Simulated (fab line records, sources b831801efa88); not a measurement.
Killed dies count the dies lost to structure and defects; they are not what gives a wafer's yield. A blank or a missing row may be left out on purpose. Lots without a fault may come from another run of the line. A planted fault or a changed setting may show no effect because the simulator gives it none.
Check of tool commonality / flow sky130 / 36 wafers sampled across 12 lots

== WHY THIS WAS OPENED ==
SKY_VT_ADJUST_HVTP_OVL_MEAS_08, reading VT_ADJUST_HVTP_OVL: flagged on 2 of 12 lots. No-fault wafers: 0.0 nm, standard deviation 1.2.
Rule: a lot is flagged when every wafer of it that has a number lies more than 4 standard deviations from that mean, or none has a number. The rest of the lots are taken to be sound.

lot=L729; measured=day 6 04:25; on=overlay-01; VT_ADJUST_HVTP_OVL (nm), wafer by wafer=-1.6 -1.0 -1.0; flag=
lot=L731; measured=day 6 18:37; on=overlay-01; VT_ADJUST_HVTP_OVL (nm), wafer by wafer=1.2 1.8 1.1; flag=
lot=L734; measured=day 7 09:58; on=overlay-01; VT_ADJUST_HVTP_OVL (nm), wafer by wafer=0.4 0.2 1.0; flag=
lot=L733; measured=day 7 10:19; on=overlay-01; VT_ADJUST_HVTP_OVL (nm), wafer by wafer=-2.0 -0.2 -1.0; flag=
lot=L736; measured=day 7 23:05; on=overlay-02; VT_ADJUST_HVTP_OVL (nm), wafer by wafer=-1.0 0.3 -0.9; flag=
lot=L737; measured=day 8 10:26; on=overlay-01; VT_ADJUST_HVTP_OVL (nm), wafer by wafer=2.1 1.0 -0.4; flag=
lot=L741; measured=day 9 07:55; on=overlay-02; VT_ADJUST_HVTP_OVL (nm), wafer by wafer=2.4 1.0 1.2; flag=
lot=L742; measured=day 9 11:28; on=overlay-02; VT_ADJUST_HVTP_OVL (nm), wafer by wafer=279.7 278.7 279.2; flag=FLAGGED
lot=L745; measured=day 10 08:10; on=overlay-01; VT_ADJUST_HVTP_OVL (nm), wafer by wafer=-0.3 0.2 0.4; flag=
lot=L747; measured=day 10 19:01; on=overlay-02; VT_ADJUST_HVTP_OVL (nm), wafer by wafer=276.2 277.3 277.0; flag=FLAGGED
lot=L749; measured=day 11 10:11; on=overlay-01; VT_ADJUST_HVTP_OVL (nm), wafer by wafer=0.3 1.9 0.9; flag=
lot=L752; measured=day 12 01:55; on=overlay-01; VT_ADJUST_HVTP_OVL (nm), wafer by wafer=0.3 0.4 -0.6; flag=
On average the flagged lots read 278.0 nm, which is +278.0 nm against the usual, or +99 or more standard deviations.

== LOT BY LOT: THE TOOL USED ==
The record keeps 1 process step preceding the reading, out of 708 steps on the route. Each cell gives the tool, then ch followed by the chambers the sampled wafers passed through, then the start.
lot=L729; flag=; SKY_VT_ADJUST_HVTP_EXPOSE_04=iline-stepper-01 ch 0, day 5 19:31
lot=L731; flag=; SKY_VT_ADJUST_HVTP_EXPOSE_04=iline-stepper-01 ch 0, day 6 08:52
lot=L734; flag=; SKY_VT_ADJUST_HVTP_EXPOSE_04=iline-stepper-01 ch 0, day 6 23:58
lot=L733; flag=; SKY_VT_ADJUST_HVTP_EXPOSE_04=iline-stepper-01 ch 0, day 7 00:37
lot=L736; flag=; SKY_VT_ADJUST_HVTP_EXPOSE_04=iline-stepper-02 ch 0, day 7 13:16
lot=L737; flag=; SKY_VT_ADJUST_HVTP_EXPOSE_04=iline-stepper-02 ch 0, day 7 23:55
lot=L741; flag=; SKY_VT_ADJUST_HVTP_EXPOSE_04=iline-stepper-02 ch 0, day 8 21:28
lot=L742; flag=FLAGGED; SKY_VT_ADJUST_HVTP_EXPOSE_04=iline-stepper-02 ch 0, day 9 01:24
lot=L745; flag=; SKY_VT_ADJUST_HVTP_EXPOSE_04=iline-stepper-01 ch 0, day 9 20:51
lot=L747; flag=FLAGGED; SKY_VT_ADJUST_HVTP_EXPOSE_04=iline-stepper-02 ch 0, day 10 08:49
lot=L749; flag=; SKY_VT_ADJUST_HVTP_EXPOSE_04=iline-stepper-01 ch 0, day 10 22:49
lot=L752; flag=; SKY_VT_ADJUST_HVTP_EXPOSE_04=iline-stepper-01 ch 0, day 11 14:35
What these steps do:
- SKY_VT_ADJUST_HVTP_EXPOSE_04: exposes mask HVTPM, target cd 380 nm.
- SKY_VT_ADJUST_HVTP_OVL_MEAS_08

== FLAGGED AGAINST TOTAL, ONE TOOL AT A TIME (gauges that did the reading follow at the end) ==
step=SKY_VT_ADJUST_HVTP_EXPOSE_04; tool=iline-stepper-01; lots run=7; flagged=0; share of the flagged lots=none; sound lots run after its first flagged lot=-
step=SKY_VT_ADJUST_HVTP_EXPOSE_04; tool=iline-stepper-02; lots run=5; flagged=2; share of the flagged lots=all; sound lots run after its first flagged lot=0
step=SKY_VT_ADJUST_HVTP_OVL_MEAS_08; tool=overlay-01; lots run=8; flagged=0; share of the flagged lots=none; sound lots run after its first flagged lot=-
step=SKY_VT_ADJUST_HVTP_OVL_MEAS_08; tool=overlay-02; lots run=4; flagged=2; share of the flagged lots=all; sound lots run after its first flagged lot=0

== WHAT IS ALLOWED BY THE TABLE ==
In 2 table rows, all flagged lots were run: iline-stepper-02 (SKY_VT_ADJUST_HVTP_EXPOSE_04), overlay-02 (SKY_VT_ADJUST_HVTP_OVL_MEAS_08).
- iline-stepper-02 at SKY_VT_ADJUST_HVTP_EXPOSE_04 ran 5 lots, 2 of them flagged. Last sound lot L741 at day 8 21:28, first flagged lot L742 at day 9 01:24; a fault beginning in between fits.
- overlay-02 at SKY_VT_ADJUST_HVTP_OVL_MEAS_08 ran 4 lots, 2 of them flagged. Last sound lot L741 at day 9 07:55, first flagged lot L742 at day 9 11:28; a fault beginning in between fits.
A lot count leaves these 2 tools indistinguishable: every one of them fits a fault beginning at some hour. More lots, or a look at what each step does to the wafer, might.

== WHAT WAS PUT IN BY THE SIMULATOR ==
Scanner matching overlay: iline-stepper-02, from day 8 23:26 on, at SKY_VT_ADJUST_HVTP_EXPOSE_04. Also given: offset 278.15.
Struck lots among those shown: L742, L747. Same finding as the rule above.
